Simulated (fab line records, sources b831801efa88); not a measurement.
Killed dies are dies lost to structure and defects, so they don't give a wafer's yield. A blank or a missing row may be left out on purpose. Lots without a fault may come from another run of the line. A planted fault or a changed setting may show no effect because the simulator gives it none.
Tool commonality check | flow sky130 | 12 lots, 36 wafers sampled

WHY IT WAS OPENED
At SKY_VIA1_CD_MEAS_12 the reading cd_nm is flagged on 1 of 12 lots. Wafers without a fault read 149.6 nm, standard deviation 1.4.
Rule: a lot is flagged when every wafer of it that has a number lies more than 4 standard deviations from that mean, or none has a number. The other lots count as sound.

lot  | measured     | on        | cd_nm (nm), wafer by wafer | flag
L297 | day 34 18:32 | cd_sem-02 | 149.7 150.5 150.0          |
L300 | day 36 10:26 | cd_sem-01 | 149.9 149.7 149.9          |
L302 | day 36 15:29 | cd_sem-01 | 148.6 148.8 151.7          |
L306 | day 37 09:53 | cd_sem-01 | 152.9 152.0 153.8          |
L307 | day 37 12:02 | cd_sem-01 | 14.1 128.7 46.3            | FLAGGED
L310 | day 38 14:18 | cd_sem-01 | 150.7 150.3 149.7          |
L311 | day 38 15:48 | cd_sem-02 | 147.9 147.4 150.1          |
L314 | day 40 02:25 | cd_sem-02 | 151.7 150.9 151.5          |
L315 | day 40 09:00 | cd_sem-02 | 148.3 150.6 149.6          |
L316 | day 40 17:53 | cd_sem-02 | 149.4 150.7 150.0          |
L318 | day 40 18:53 | cd_sem-02 | 148.2 148.4 146.7          |
L319 | day 41 05:35 | cd_sem-02 | 150.8 150.7 150.4          |
The numbers of the flagged lots are 63.0 nm on average: -86.6 nm against the usual, or -62 standard deviations.

WHICH TOOL RAN EACH LOT
The record holds 1 process step before the reading, out of a route of 708 steps. In each cell: the tool, then ch and the chambers that the sampled wafers went through, then the start.
lot  | flag    | SKY_VIA1_EXPOSE_09
L297 |         | krf_scanner-01 ch 0, day 34 05:19
L300 |         | krf_scanner-02 ch 0, day 35 21:25
L302 |         | krf_scanner-01 ch 0, day 36 03:06
L306 |         | krf_scanner-01 ch 0, day 36 20:50
L307 | FLAGGED | krf_scanner-02 ch 0, day 36 23:07
L310 |         | krf_scanner-01 ch 0, day 38 02:11
L311 |         | krf_scanner-01 ch 0, day 38 03:30
L314 |         | krf_scanner-01 ch 0, day 39 15:09
L315 |         | krf_scanner-01 ch 0, day 39 20:54
L316 |         | krf_scanner-01 ch 0, day 40 05:19
L318 |         | krf_scanner-02 ch 0, day 40 06:19
L319 |         | krf_scanner-01 ch 0, day 40 18:23
What these steps do:
- SKY_VIA1_EXPOSE_09: exposes mask VIM, target cd 150 nm.
- SKY_VIA1_CD_MEAS_12: target cd 150 nm.

FLAGGED OVER TOTAL, TOOL BY TOOL (the gauges that took the reading come last)
step                | tool           | lots run | flagged | share of the flagged lots | sound lots run after its first flagged lot
SKY_VIA1_EXPOSE_09  | krf_scanner-01 | 9        | 0       | none                      | -
SKY_VIA1_EXPOSE_09  | krf_scanner-02 | 3        | 1       | all                       | 1 (L318)
SKY_VIA1_CD_MEAS_12 | cd_sem-01      | 5        | 1       | all                       | 1 (L310)
SKY_VIA1_CD_MEAS_12 | cd_sem-02      | 7        | 0       | none                      | -

WHAT THE TABLE ALLOWS
2 rows of the table ran every flagged lot: krf_scanner-02 at SKY_VIA1_EXPOSE_09, cd_sem-01 at SKY_VIA1_CD_MEAS_12.
- krf_scanner-02 at SKY_VIA1_EXPOSE_09: 1 of its 3 lots flagged. Sound lots ran on it after the first flagged one (L318), which a lasting fault on the whole tool wouldn't allow. Its own readings lie more than 4 standard deviations out on every wafer of the flagged lots: exposure_dose_mJ_cm2.
- cd_sem-01 at SKY_VIA1_CD_MEAS_12: 1 of its 5 lots flagged. Sound lots ran on it after the first flagged one (L310), which a lasting fault on the whole tool wouldn't allow.
No row of the table ran every flagged lot and no sound lot after the first.

WHAT THE SIMULATOR HAD PUT IN
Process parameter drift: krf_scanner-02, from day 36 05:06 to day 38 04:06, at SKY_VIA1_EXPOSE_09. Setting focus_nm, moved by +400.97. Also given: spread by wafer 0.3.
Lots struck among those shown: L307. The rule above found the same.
